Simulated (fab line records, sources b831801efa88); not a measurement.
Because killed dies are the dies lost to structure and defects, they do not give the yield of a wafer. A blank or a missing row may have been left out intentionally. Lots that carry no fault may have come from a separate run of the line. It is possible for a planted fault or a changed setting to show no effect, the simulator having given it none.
Which tool was responsible? ; flow sky130 ; Sampling: 11 lots, 33 wafers, 3 of 708 route steps

== WHAT THE GAUGES READ, wafer by wafer ==
SKY_SD_N_RS_MEAS_16: uses a four-point probe to measure.
lot;measured;on;SD_N_RS (ohm/sq)
L386;day 30 21:56;film-metro-01;68.47 68.51 68.54
L387;day 31 02:23;film-metro-02;68.53 68.40 68.34
L391;day 32 07:49;film-metro-03;68.35 68.46 68.55
L390;day 32 09:49;film-metro-01;68.63 68.56 68.67
L393;day 33 02:22;film-metro-02;68.34 68.41 68.34
L392;day 33 11:13;film-metro-03;68.59 68.42 68.68
L394;day 33 13:25;film-metro-03;68.55 68.61 68.56
L395;day 33 18:35;film-metro-02;75.08 74.89 75.09 74.99 74.78 74.95
L399;day 34 13:27;film-metro-01;75.25 75.08 75.09 75.15 75.01 74.99
L400;day 34 21:44;film-metro-02;68.58 68.74 68.52
L403;day 35 02:23;film-metro-03;68.66 68.76 68.75

== TOOL THAT RAN EACH LOT (tool first, then ch and the chambers of the sampled wafers, then the start) ==
lot;SKY_SD_N_IMPLANT_09;SKY_SD_N_STRIP_11
L386;implanter-03 ch 0, day 30 21:15;plasma-asher-02 ch 0,1, day 30 21:33
L387;implanter-03 ch 0, day 31 01:43;plasma-asher-02 ch 0,1, day 31 02:00
L391;implanter-04 ch 0, day 32 07:08;plasma-asher-04 ch 0,1, day 32 07:25
L390;implanter-02 ch 0, day 32 09:08;plasma-asher-04 ch 0,1, day 32 09:26
L393;implanter-02 ch 0, day 33 01:41;plasma-asher-04 ch 1, day 33 01:59
L392;implanter-03 ch 0, day 33 10:32;plasma-asher-04 ch 0,1, day 33 10:49
L394;implanter-04 ch 0, day 33 12:44;plasma-asher-02 ch 0,1, day 33 13:01
L395;implanter-02 ch 0, day 33 17:54;plasma-asher-04 ch 0,1, day 33 18:12
L399;implanter-02 ch 0, day 34 08:05;plasma-asher-01 ch 0,1, day 34 08:22
L400;implanter-04 ch 0, day 34 21:04;plasma-asher-01 ch 0,1, day 34 21:21
L403;implanter-04 ch 0, day 35 01:43;plasma-asher-02 ch 0,1, day 35 01:58
- SKY_SD_N_IMPLANT_09
- SKY_SD_N_STRIP_11: strips in O2/N2.

== THE ANSWER, worked out from the rows above alone ==
Rule: usual is defined by the lots themselves. Put in order of their means at a reading, lots are off if they are a third of the lots or fewer, leave a main group of 4 or more, and stand apart from it by a gap of 3 or more times the standard deviation of the main group's means; of several such gaps the widest counts. The tables above print the reading to a certain number of digits; a main group whose means all agree to those digits is not used. A lot without any number at a reading at which 4 lots or more have one is off too. Any other lot the step has rows for is counted as sound.
Off: at SKY_SD_N_RS_MEAS_16 (SD_N_RS), L395, L399. The main group has a mean of 68.54 ohm/sq with a standard deviation of 0.11.
A tool fits if, at a process step before that reading, it ran every lot that is off, and no sound lot after the first of them. Those tools and the gauges at SKY_SD_N_RS_MEAS_16 are tried in the same way. One candidate fits, namely implanter-02 at SKY_SD_N_IMPLANT_09. Its last sound lot is L393 (day 33 01:41), its first lot that is off L395 (day 33 17:54): a fault that began between those two fits.

== WHAT THE SIMULATOR PUT IN ==
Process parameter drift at SKY_SD_N_IMPLANT_09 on implanter-02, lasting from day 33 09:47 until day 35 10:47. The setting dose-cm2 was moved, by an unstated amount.
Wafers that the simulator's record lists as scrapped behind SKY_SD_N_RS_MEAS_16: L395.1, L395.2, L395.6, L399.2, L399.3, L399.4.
Lots struck among those shown: L395, L399. Same finding as the rule above.
